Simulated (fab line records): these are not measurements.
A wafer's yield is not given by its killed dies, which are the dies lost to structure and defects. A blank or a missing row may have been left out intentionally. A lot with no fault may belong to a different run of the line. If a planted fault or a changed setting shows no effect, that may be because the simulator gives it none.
A single fault, viewed from 2 desks / flow gf180mcu / numbers are kept per desk, each desk with only its own; the story behind them comes last

== METROLOGY DESK ==
What the gauges read, lot by lot, whatever tool the lot ran on: means of the sampled wafers that have a number. Any lot whose mean is over 4 standard deviations away from the usual mean is out of limits and marked OUT; that distance is given in the brackets.
Columns: A = V2_W_RS at GF_V2_RS_MEAS_24, usual 0.329 ohm/sq; B = V2_W_THK at GF_V2_THK_MEAS_25, usual 353 nm
lot=L374; first seen here=day 21 15:10; A=0.330; B=355
lot=L375; first seen here=day 22 02:04; A=0.333; B=348
lot=L384; first seen here=day 25 03:43; A=0.327; B=356
lot=L385; first seen here=day 25 09:34; A=0.330; B=360
lot=L386; first seen here=day 25 15:05; A=0.330; B=352
lot=L388; first seen here=day 26 08:52; A=0.326; B=356
lot=L393; first seen here=day 27 14:59; A=0.329; B=353
This desk's finding: nothing out of limits on any of the 7 lots.

== TOOL OWNER'S DESK, pvd-sputter-03 ==
The tool's own readings at GF_M3_SPUTTER_03 (material Ti, target thk 10 nm, time 6.7 s): means of the sampled wafers that have a number, for each lot that ran on this tool. Any lot whose mean is over 4 standard deviations away from the usual mean is out of limits and marked OUT; that distance is given in the brackets.
Columns: A = throttle-valve-pct at GF_M3_SPUTTER_03, usual 29.8 %
lot=L374; first seen here=day 21 15:49; A=28.8
lot=L384; first seen here=day 25 04:21; A=29.2
lot=L385; first seen here=day 25 10:10; A=29.8
lot=L386; first seen here=day 25 15:42; A=30.1
This desk's finding: nothing out of limits on any of the 4 lots.

== BROUGHT TOGETHER ==
Metrology desk: nothing out of limits seen.
The tool owner's desk saw nothing out of limits.

== WHAT HAD BEEN PUT IN BY THE SIMULATOR ==
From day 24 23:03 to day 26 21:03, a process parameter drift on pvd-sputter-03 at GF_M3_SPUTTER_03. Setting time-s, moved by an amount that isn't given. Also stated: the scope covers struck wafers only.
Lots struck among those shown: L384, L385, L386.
